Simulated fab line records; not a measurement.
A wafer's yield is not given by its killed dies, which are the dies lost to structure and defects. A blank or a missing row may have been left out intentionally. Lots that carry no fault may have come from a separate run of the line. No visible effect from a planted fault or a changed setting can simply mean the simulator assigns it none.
A struck lot beside a sound one :: flow sky130 :: 15 out of 708 route steps
Sound: these wafers, L859.3, L859.4, L859.5. The struck wafers were L865.1, L865.2, L865.6. The cause is given at the end.
Each step with rows lists, per side, the tool, then ch with its chambers, then its first start. Under that, the readings that differ: sound wafers :: struck wafers :: difference of the means :: sigmas: that difference in standard deviations of wafers without a fault.
alike: words and numbers the same on both sides, and readings whose means are apart by under 2 such deviations; not compared: readings that were withheld, readings missing a value for some wafer, numbers with overlapping values and no deviation given by the record, and bounds like >300 which may hide the same value.
Wherever a step has rows on one side only, a row that says differs or no value, or a row with sigmas, the two part there. Non-overlapping numbers with no deviation appear without sigmas and do not part them. A reading that every wafer of one side lacks parts them only if that side has two wafers or more.

SKY_LDD_HVN_OVL_MEAS_07:
  sound: overlay-02 at day 21 10:43; struck: overlay-02 at day 23 10:51
  alike: LDD_HVN_OVL
next, for these wafers, 1 step has no rows: SKY_LDD_HVN_IMPLANT_08.
SKY_LDD_HVN_STRIP_09: strips in O2/N2.
  sound on plasma-asher-02 ch 0,1, day 21 10:55; struck on plasma-asher-02 ch 0,1, day 23 11:02
  alike: chamber-pressure-mTorr, drypump-motor-current-A, oes-product-au, strip-time-to-endpoint-s
  not compared: rf-hours-counter-h
SKY_LDD_HVN_TW_MEAS_10:
  sound: film-metro-01 at day 21 11:01; struck: film-metro-02 at day 23 11:08
  alike: LDD_HVN_TW
then, 7 steps without rows for these wafers: SKY_LDD_HVP_DEHYDRATE_00 (time 60 s); SKY_LDD_HVP_HMDS_01 (prime time 60 s); SKY_LDD_HVP_COAT_02 (resist thk 300 nm); SKY_LDD_HVP_SOFTBAKE_03 (time 60 s); SKY_LDD_HVP_EXPOSE_04 (exposes mask HVPTM, target cd 700 nm); SKY_LDD_HVP_PEB_05; SKY_LDD_HVP_DEVELOP_06 (develop time 60 s).
SKY_LDD_HVP_OVL_MEAS_07:
  sound: overlay-01 at day 22 17:25; struck: overlay-02 at day 24 17:16
  alike: LDD_HVP_OVL
SKY_LDD_HVP_IMPLANT_08:
  sound on implanter-03 ch 0, day 22 17:29; struck on implanter-04 ch 0, day 24 17:18
reading: dose-ions-cm2
sound: 1.6985e+13 1.7002e+13 1.7e+13
struck: 1.7778e+13 1.7816e+13 1.7794e+13
difference: +8.0033e+11
sigmas: +42
SKY_LDD_HVP_STRIP_09: strips in O2/N2.
  sound on plasma-asher-01 ch 0,1, day 22 17:37; struck on plasma-asher-04 ch 0,1, day 24 17:27
  alike: chamber-pressure-mTorr, drypump-motor-current-A, oes-product-au, strip-time-to-endpoint-s
  not compared: rf-hours-counter-h
-- a jump in the record: the struck wafers' starts before and after are 23 days apart (it breaks off in module LDD_HVP and resumes in module PAD_OPEN, where the first step shown is number 708 of the route) --
SKY_PAD_OPEN_PROBE_99:
  sound: prober-02 at day 46 13:29; struck: prober-01 at day 48 01:43
reading: model.etest.tip_p_5v.rs-ohm-sq
sound: 2861 2860 2866
struck: 2771 2786 2778
difference: -84
sigmas: 
  alike: killed_at_M0_to_M3, killed_at_M4_up, killed-at-contacts, killed-at-front-end, killed-at-other, killed-dies, killed-open, killed-short

== WHERE THEY PART ==
Within this record, at SKY_LDD_HVP_IMPLANT_08 only. Later steps at which nothing parts them and some readings are alike: SKY_LDD_HVP_STRIP_09, SKY_PAD_OPEN_PROBE_99.

WHY: the cause the simulator had injected
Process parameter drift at SKY_LDD_HVP_IMPLANT_08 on implanter-04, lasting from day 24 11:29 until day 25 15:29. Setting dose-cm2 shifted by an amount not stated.
